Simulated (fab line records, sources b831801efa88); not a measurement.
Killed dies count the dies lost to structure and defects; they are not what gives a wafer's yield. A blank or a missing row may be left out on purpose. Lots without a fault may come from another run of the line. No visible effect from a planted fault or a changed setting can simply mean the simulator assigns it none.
Matching of chambers + flow gf180mcu + cmp-02 running GF_V2_CMP_04: 4 sister chambers
The step polishes SiO2. 7 wafers are shown with their chamber, then 8 later ones without.

== EACH WAFER AND ITS CHAMBER ==
| wafer  | chamber | motor-current-A (A) | time-to-endpoint-s (s) |
|--------|---------|---------------------|------------------------|
| L300.1 | 2       | 10.3                | 81                     |
| L300.3 | 0       | 12.7                | 77                     |
| L300.5 | 1       | 13.7                | 84                     |
| L302.3 | 2       | 9.6                 | 82                     |
| L302.5 | 0       | 13.2                | 84                     |
| L302.6 | 1       | 12.7                | 86                     |
| L312.3 | 3       | 10.2                | 76                     |

== WAFERS WHOSE CHAMBER IS MISSING ==
| wafer  | motor-current-A (A) | time-to-endpoint-s (s) |
|--------|---------------------|------------------------|
| L312.4 | 12.9                | 79                     |
| L312.6 | 13.3                | 80                     |
| L313.1 | 13.7                | 64                     |
| L313.2 | 9.8                 | 69                     |
| L313.3 | 13.6                | 72                     |
| L315.2 | 13.0                | 68                     |
| L315.4 | 10.2                | 84                     |
| L315.6 | 10.0                | 84                     |

== EACH ONE'S CHAMBER ==
| wafer  | from the rows above          | in truth |
|--------|------------------------------|----------|
| L312.4 | can't be placed: 0 or 1      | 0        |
| L312.6 | can't be placed: 0 or 1      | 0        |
| L313.1 | can't be placed: 0 or 1 or 3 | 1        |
| L313.2 | can't be placed: 3 or 2      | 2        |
| L313.3 | can't be placed: 0 or 1      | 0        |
| L315.2 | can't be placed: 0 or 1 or 3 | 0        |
| L315.4 | can't be placed: 2 or 3      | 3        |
| L315.6 | can't be placed: 2 or 3      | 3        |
0 of 8 placed correctly. Cannot be placed on the basis of these rows: 8; the candidates contain the true chamber in 8. 0 placed wrongly.
How it was worked out, from the rows above alone: a wafer's distance from a chamber is the root of the sum, over the readings, of the square of ((its reading less the chamber's mean) divided by the reading's scatter). The wafer belongs to the nearest chamber; if the next one is less than 2 further off, it can't be placed. Each chamber's mean is taken over the wafers shown for it. The scatter is the square root of a quotient: the sum, over the shown wafers, of each reading's squared deviation from its chamber's mean, divided by wafers minus chambers.
